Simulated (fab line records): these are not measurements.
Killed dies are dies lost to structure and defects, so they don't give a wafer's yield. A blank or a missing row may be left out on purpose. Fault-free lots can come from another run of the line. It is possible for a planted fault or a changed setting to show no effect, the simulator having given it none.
Which tool was responsible? || flow sky130 || 36 wafers from 12 lots sampled at 5 of the route's 708 steps

## WHAT THE GAUGES SHOWED, per wafer
SKY_METAL2_RS_MEAS_05: uses a four-point probe to measure.
{"lot": "L821", "measured": "day 34 04:53", "on": "film metro-04", "METAL2_ALCU_RS (ohm/sq)": "0.1271 0.1278 0.1260"}
{"lot": "L824", "measured": "day 35 13:46", "on": "film metro-04", "METAL2_ALCU_RS (ohm/sq)": "0.1271 0.1255 0.1269"}
{"lot": "L827", "measured": "day 35 21:01", "on": "film metro-01", "METAL2_ALCU_RS (ohm/sq)": "0.1272 0.1245 0.1242"}
{"lot": "L828", "measured": "day 36 14:03", "on": "film metro-01", "METAL2_ALCU_RS (ohm/sq)": "0.1269 0.1253 0.1271"}
{"lot": "L830", "measured": "day 37 02:40", "on": "film metro-01", "METAL2_ALCU_RS (ohm/sq)": "0.1279 0.1270 0.1257"}
{"lot": "L829", "measured": "day 37 04:15", "on": "film metro-01", "METAL2_ALCU_RS (ohm/sq)": "0.1281 0.1282 0.1289"}
{"lot": "L833", "measured": "day 38 06:08", "on": "film metro-04", "METAL2_ALCU_RS (ohm/sq)": "0.1254 0.1260 0.1246"}
{"lot": "L836", "measured": "day 39 08:08", "on": "film metro-02", "METAL2_ALCU_RS (ohm/sq)": "0.1276 0.1264 0.1278"}
{"lot": "L839", "measured": "day 39 22:57", "on": "film metro-04", "METAL2_ALCU_RS (ohm/sq)": "0.1258 0.1252 0.1260"}
{"lot": "L841", "measured": "day 40 07:11", "on": "film metro-02", "METAL2_ALCU_RS (ohm/sq)": "0.1275 0.1313 0.1283"}
{"lot": "L843", "measured": "day 42 03:12", "on": "film metro-02", "METAL2_ALCU_RS (ohm/sq)": "0.1288 0.1273 0.1262"}
{"lot": "L844", "measured": "day 42 04:07", "on": "film metro-01", "METAL2_ALCU_RS (ohm/sq)": "0.1251 0.1239 0.1267"}

SKY_METAL2_THK_MEAS_06: measures by xrf.
{"lot": "L821", "measured": "day 34 04:59", "on": "film metro-04", "METAL2_ALCU_THK (nm)": "244.4 246.1 246.9"}
{"lot": "L824", "measured": "day 35 13:53", "on": "film metro-04", "METAL2_ALCU_THK (nm)": "243.1 248.7 245.6"}
{"lot": "L827", "measured": "day 35 21:08", "on": "film metro-01", "METAL2_ALCU_THK (nm)": "244.8 249.1 252.5"}
{"lot": "L828", "measured": "day 36 14:09", "on": "film metro-01", "METAL2_ALCU_THK (nm)": "247.5 249.3 243.9"}
{"lot": "L830", "measured": "day 37 02:46", "on": "film metro-01", "METAL2_ALCU_THK (nm)": "243.8 247.6 249.5"}
{"lot": "L829", "measured": "day 37 04:20", "on": "film metro-01", "METAL2_ALCU_THK (nm)": "242.9 246.6 243.1"}
{"lot": "L833", "measured": "day 38 06:15", "on": "film metro-04", "METAL2_ALCU_THK (nm)": "249.3 246.8 250.0"}
{"lot": "L836", "measured": "day 39 08:15", "on": "film metro-02", "METAL2_ALCU_THK (nm)": "231.3 233.1 228.0"}
{"lot": "L839", "measured": "day 39 23:04", "on": "film metro-04", "METAL2_ALCU_THK (nm)": "230.4 230.4 231.3"}
{"lot": "L841", "measured": "day 40 07:17", "on": "film metro-02", "METAL2_ALCU_THK (nm)": "248.1 240.8 245.8"}
{"lot": "L843", "measured": "day 42 03:19", "on": "film metro-02", "METAL2_ALCU_THK (nm)": "245.6 247.6 249.5"}
{"lot": "L844", "measured": "day 42 04:14", "on": "film metro-01", "METAL2_ALCU_THK (nm)": "249.6 250.9 249.0"}

SKY_VIA2_BOW_MEAS_03.
{"lot": "L821", "measured": "day 35 08:47", "on": "film metro-01", "VIA2_BOW (um)": "87 90 93"}
{"lot": "L824", "measured": "day 36 17:31", "on": "film metro-04", "VIA2_BOW (um)": "89 88 91"}
{"lot": "L827", "measured": "day 37 00:38", "on": "film metro-01", "VIA2_BOW (um)": "85 76 88"}
{"lot": "L828", "measured": "day 37 17:26", "on": "film metro-01", "VIA2_BOW (um)": "100 89 103"}
{"lot": "L830", "measured": "day 38 06:32", "on": "film metro-03", "VIA2_BOW (um)": "96 85 96"}
{"lot": "L829", "measured": "day 38 07:45", "on": "film metro-01", "VIA2_BOW (um)": "96 97 103"}
{"lot": "L833", "measured": "day 39 08:29", "on": "film metro-01", "VIA2_BOW (um)": "89 93 96"}
{"lot": "L836", "measured": "day 40 10:55", "on": "film metro-03", "VIA2_BOW (um)": "87 93 83"}
{"lot": "L839", "measured": "day 41 01:16", "on": "film metro-01", "VIA2_BOW (um)": "89 99 102"}
{"lot": "L841", "measured": "day 41 09:03", "on": "film metro-01", "VIA2_BOW (um)": "77 86 74"}
{"lot": "L843", "measured": "day 43 02:47", "on": "film metro-03", "VIA2_BOW (um)": "92 82 74"}
{"lot": "L844", "measured": "day 43 04:44", "on": "film metro-01", "VIA2_BOW (um)": "84 78 92"}

## EACH LOT AND THE TOOL THAT RAN IT (in order: tool; ch and the chambers of the sampled wafers; start)
{"lot": "L821", "SKY_METAL1_SPUTTER_03": "pvd sputter-02, day 31 20:37", "SKY_METAL2_SPUTTER_04": "pvd sputter-03, day 34 04:48"}
{"lot": "L824", "SKY_METAL1_SPUTTER_03": "pvd sputter-02, day 33 06:02", "SKY_METAL2_SPUTTER_04": "pvd sputter-04, day 35 13:42"}
{"lot": "L827", "SKY_METAL1_SPUTTER_03": "pvd sputter-02, day 33 12:56", "SKY_METAL2_SPUTTER_04": "pvd sputter-04, day 35 20:58"}
{"lot": "L828", "SKY_METAL1_SPUTTER_03": "pvd sputter-02, day 34 06:31", "SKY_METAL2_SPUTTER_04": "pvd sputter-02, day 36 13:58"}
{"lot": "L830", "SKY_METAL1_SPUTTER_03": "pvd sputter-04, day 34 19:43", "SKY_METAL2_SPUTTER_04": "pvd sputter-04, day 37 02:35"}
{"lot": "L829", "SKY_METAL1_SPUTTER_03": "pvd sputter-04, day 34 21:02", "SKY_METAL2_SPUTTER_04": "pvd sputter-04, day 37 04:08"}
{"lot": "L833", "SKY_METAL1_SPUTTER_03": "pvd sputter-01, day 35 22:29", "SKY_METAL2_SPUTTER_04": "pvd sputter-02, day 38 06:05"}
{"lot": "L836", "SKY_METAL1_SPUTTER_03": "pvd sputter-02, day 37 01:29", "SKY_METAL2_SPUTTER_04": "pvd sputter-04, day 39 08:05"}
{"lot": "L839", "SKY_METAL1_SPUTTER_03": "pvd sputter-01, day 37 15:43", "SKY_METAL2_SPUTTER_04": "pvd sputter-04, day 39 22:53"}
{"lot": "L841", "SKY_METAL1_SPUTTER_03": "pvd sputter-04, day 38 01:57", "SKY_METAL2_SPUTTER_04": "pvd sputter-02, day 40 07:06"}
{"lot": "L843", "SKY_METAL1_SPUTTER_03": "pvd sputter-02, day 39 23:13", "SKY_METAL2_SPUTTER_04": "pvd sputter-02, day 42 03:10"}
{"lot": "L844", "SKY_METAL1_SPUTTER_03": "pvd sputter-04, day 40 00:47", "SKY_METAL2_SPUTTER_04": "pvd sputter-03, day 42 04:04"}
- SKY_METAL1_SPUTTER_03: material Ti, target thk 5 nm, time 3.3 s.
- SKY_METAL2_SPUTTER_04: material TiN, target thk 70 nm, time 58.3 s.

## AS READ BY THE TOOLS THEMSELVES (means over the sampled wafers that have a number; for cases with no such wafer, the mark the record gives instead)
SKY_METAL1_SPUTTER_03.
{"lot": "L821", "tool": "pvd sputter-02", "throttle valve pct (%)": 29.7}
{"lot": "L824", "tool": "pvd sputter-02", "throttle valve pct (%)": 29.5}
{"lot": "L827", "tool": "pvd sputter-02", "throttle valve pct (%)": 28.6}
{"lot": "L828", "tool": "pvd sputter-02", "throttle valve pct (%)": 28.6}
{"lot": "L830", "tool": "pvd sputter-04", "throttle valve pct (%)": 29.7}
{"lot": "L829", "tool": "pvd sputter-04", "throttle valve pct (%)": 29.8}
{"lot": "L833", "tool": "pvd sputter-01", "throttle valve pct (%)": 31.3}
{"lot": "L836", "tool": "pvd sputter-02", "throttle valve pct (%)": 28.9}
{"lot": "L839", "tool": "pvd sputter-01", "throttle valve pct (%)": 30.2}
{"lot": "L841", "tool": "pvd sputter-04", "throttle valve pct (%)": 30.0}
{"lot": "L843", "tool": "pvd sputter-02", "throttle valve pct (%)": 29.6}
{"lot": "L844", "tool": "pvd sputter-04", "throttle valve pct (%)": 29.8}

SKY_METAL2_SPUTTER_04.
{"lot": "L821", "tool": "pvd sputter-03", "throttle valve pct (%)": 29.4}
{"lot": "L824", "tool": "pvd sputter-04", "throttle valve pct (%)": 29.5}
{"lot": "L827", "tool": "pvd sputter-04", "throttle valve pct (%)": 30.0}
{"lot": "L828", "tool": "pvd sputter-02", "throttle valve pct (%)": 28.9}
{"lot": "L830", "tool": "pvd sputter-04", "throttle valve pct (%)": 29.9}
{"lot": "L829", "tool": "pvd sputter-04", "throttle valve pct (%)": 29.3}
{"lot": "L833", "tool": "pvd sputter-02", "throttle valve pct (%)": 28.5}
{"lot": "L836", "tool": "pvd sputter-04", "throttle valve pct (%)": 29.6}
{"lot": "L839", "tool": "pvd sputter-04", "throttle valve pct (%)": 30.0}
{"lot": "L841", "tool": "pvd sputter-02", "throttle valve pct (%)": 29.8}
{"lot": "L843", "tool": "pvd sputter-02", "throttle valve pct (%)": 28.8}
{"lot": "L844", "tool": "pvd sputter-03", "throttle valve pct (%)": 29.4}

## THE ANSWER, worked out from the rows above alone
Rule: what is usual is taken from the lots themselves. Put in order of their means at a reading, lots are off if they are a third of the lots or fewer, leave a main group of 4 or more, and stand apart from it by a gap of 3 or more times the standard deviation of the main group's means; of several such gaps the widest counts. The tables above print the reading to a certain number of digits; a main group whose means all agree to those digits is not used. Also off: a lot with no number at a reading for which 4 or more lots have one. Where the step has rows for the other lots, those lots are counted as sound. After the gauges, taken in route order, come the tools' own readings; for these a lot's mean is taken, as printed above. The first step at which some lot is off is used, and at that step the reading that is off furthest; a lot without a number counts as furthest.
Off: L836, L839, at SKY_METAL2_THK_MEAS_06 (METAL2_ALCU_THK). The main group has a mean of 246.9 nm with a standard deviation of 1.7.
If a tool, at a process step before that reading, ran all the lots that are off and no sound lot after the first of them, it fits. Gauges at SKY_METAL2_THK_MEAS_06: tried the same way as those tools. One fits: SKY_METAL2_SPUTTER_04 on pvd sputter-04. A fault onset in the window from L829 (day 37 04:08, its last sound lot) to L836 (day 39 08:05, its first lot off) fits.

## WHAT THE SIMULATOR HAD PUT IN
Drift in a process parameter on pvd sputter-04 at SKY_METAL2_SPUTTER_04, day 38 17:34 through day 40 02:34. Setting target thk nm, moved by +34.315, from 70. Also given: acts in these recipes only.
Shown lots that were struck: L836, L839. This agrees with what the rule above found.
